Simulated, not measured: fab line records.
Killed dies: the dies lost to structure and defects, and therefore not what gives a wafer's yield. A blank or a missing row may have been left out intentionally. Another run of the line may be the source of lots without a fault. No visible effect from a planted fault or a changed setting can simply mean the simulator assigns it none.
Split-lot experiment ; flow sfq_line ; route with 325 steps; 5 lots, 23 wafers read

ABOUT THE SPLIT
At SFQ_TRILAYER_I2_CMP_CMP_064 (polishes SiO2), the setting leave_above_ref_nm was moved away from the recipe's 200 nm on 7 of the 23 wafers read, by -6.1% to +6.7%. This setting was run at the recipe's value on the other wafers.

FROM THE SPLIT TO THE READING: what the file shows between them, 5 steps
- SFQ_TRILAYER_I2_METRO_MEASURE_065
- SFQ_TRILAYER_I2_VIA_LITHO_COAT_072: resist thk 62 nm (also split here: resist_thk_nm)
- SFQ_TRILAYER_I2_VIA_LITHO_COAT_067: resist thk 650 nm
- SFQ_TRILAYER_I2_VIA_LITHO_SOFTBAKE_071
- SFQ_TRILAYER_I2_VIA_BARC_OPEN_VIA_ETCH_096: etches BARC in O2, target depth 125 nm, time 41.7 s

THE READING
oes_product_au, in a.u., at SFQ_TRILAYER_I2_VIA_ETCH_VIA_ETCH_070 (etches SiO2 in CHF3, stops on Nb, target depth 260 nm). Fault-free wafers of this fab line usually give 0.854 a.u., standard deviation 0.0045 a.u.

wafer;tool, chamber at the split;leave_above_ref_nm as run, nm;against the recipe;oes_product_au, a.u.;against lot-mates on the recipe
L074.2;cmp-02, 2;200;recipe;0.853;-
L074.3;cmp-02, 1;200;recipe;0.858;-
L074.5;cmp-02, 1;200;recipe;0.853;-
L076.1;cmp-02, 1;200;recipe;0.860;-
L076.2;cmp-02, 0;200;recipe;0.853;-
L076.3;cmp-02, 2,0;200;recipe;0.849;-
L076.4;cmp-02, 3;200;recipe;0.853;-
L076.6;cmp-02, 2,0;200;recipe;0.852;-
L080.1;cmp-02, 0;200;recipe;0.850;-
L080.2;cmp-02, 3,1;200;recipe;0.847;-
L080.3;cmp-02, 1;213.5;+6.7%;0.877;+0.028
L080.4;cmp-02, 2;213.5;+6.7%;0.893;+0.044
L080.5;cmp-02, 3,1;200;recipe;0.849;-
L083.1;cmp-02, 2;200;recipe;0.862;-
L083.2;cmp-02, 0;200;recipe;0.852;-
L083.3;cmp-02, 3;187.8;-6.1%;0.831;-0.026
L083.5;cmp-02, 2;200;recipe;0.858;-
L083.6;cmp-02, 1;187.8;-6.1%;0.832;-0.025
L084.2;cmp-02, 2;189.8;-5.1%;0.825;-0.032
L084.3;cmp-02, 1;200;recipe;0.857;-
L084.4;cmp-02, 3;189.8;-5.1%;0.830;-0.027
L084.5;cmp-02, 1;200;recipe;0.858;-
L084.6;cmp-02, 0;189.8;-5.1%;0.826;-0.031
The file does not say which wafer passed through which chamber wherever a row lists several chambers: such a row stands for several wafers.

FIT RESULTS
A straight line over all 23 wafers: oes_product_au changes by +0.00454 a.u. for each +1% of leave_above_ref_nm; r = +0.95; the points scatter about the line by 0.005 a.u.
The same after taking each lot's own level away (the mean of its wafers on the recipe; 23 wafers): +0.00523 a.u. for each +1%; r = +0.97; scatter 0.0044 a.u.
On that fit, the largest move of leave_above_ref_nm shifts the reading by 0.035 a.u.
Measured against the standard deviation above, the lots' own levels, which go from 0.8487 to 0.8575 a.u., span 2.0 times it.
Thus the slope moves with the lot-to-lot level: the two fits are different.
Check: with one of the wafers moved furthest among these (+6.7%) left out of the fit, the line predicts +0.0381 a.u. for it against its lot-mates. It came out at +0.0283 a.u. against them.

THESE WAFERS: OTHER SPLITS
Before the reading, these wafers also passed through other splits. Each is held against what the fit with the lots' levels taken away leaves over:
other split on the same wafers;wafers away from the commonest value;r with oes_product_au (lot level and that fit taken away)
SFQ_TRILAYER_INCOMING_OXIDATION_002 temp_c;15;+0.00
SFQ_TRILAYER_L0_VIA_LITHO_COAT_018 spin_rpm;7;+0.26
SFQ_TRILAYER_L0_VIA_LITHO_COAT_013 resist_thk_nm;5;-0.12
SFQ_TRILAYER_M0_DEP_SPUTTER_019 time_s;7;-0.10
SFQ_TRILAYER_I2_VIA_LITHO_COAT_072 resist_thk_nm;6;-0.26

THE WHOLE CHAIN: every reading that the file lists as answering this split, in the file's order
step;what it does;reading;change (the file's fit);r (the file's)
SFQ_TRILAYER_I2_CMP_CMP_064;polishes SiO2;SiO2_of_TRILAYER_I2_DEP_PECVD_063.thk_nm (the simulator's own value, which no gauge read);+2.07 nm for each +1% of the setting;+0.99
SFQ_TRILAYER_I2_METRO_MEASURE_065;;thk_nm;+2.07 nm for each +1% of the setting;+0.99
SFQ_TRILAYER_I2_VIA_ETCH_VIA_ETCH_070;etches SiO2 in CHF3, stops on Nb, target depth 260 nm;oes_product_au;+0.00516 a.u. for each +1% of the setting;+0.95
SFQ_TRILAYER_I2_VIA_ETCH_VIA_ETCH_070;etches SiO2 in CHF3, stops on Nb, target depth 260 nm;I2.feature_depth_nm (the simulator's own value, which no gauge read);+2.07 nm for each +1% of the setting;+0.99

FILE'S OWN FIT
oes_product_au changes by +0.00516 a.u. for each +1% of leave_above_ref_nm, r = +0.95.
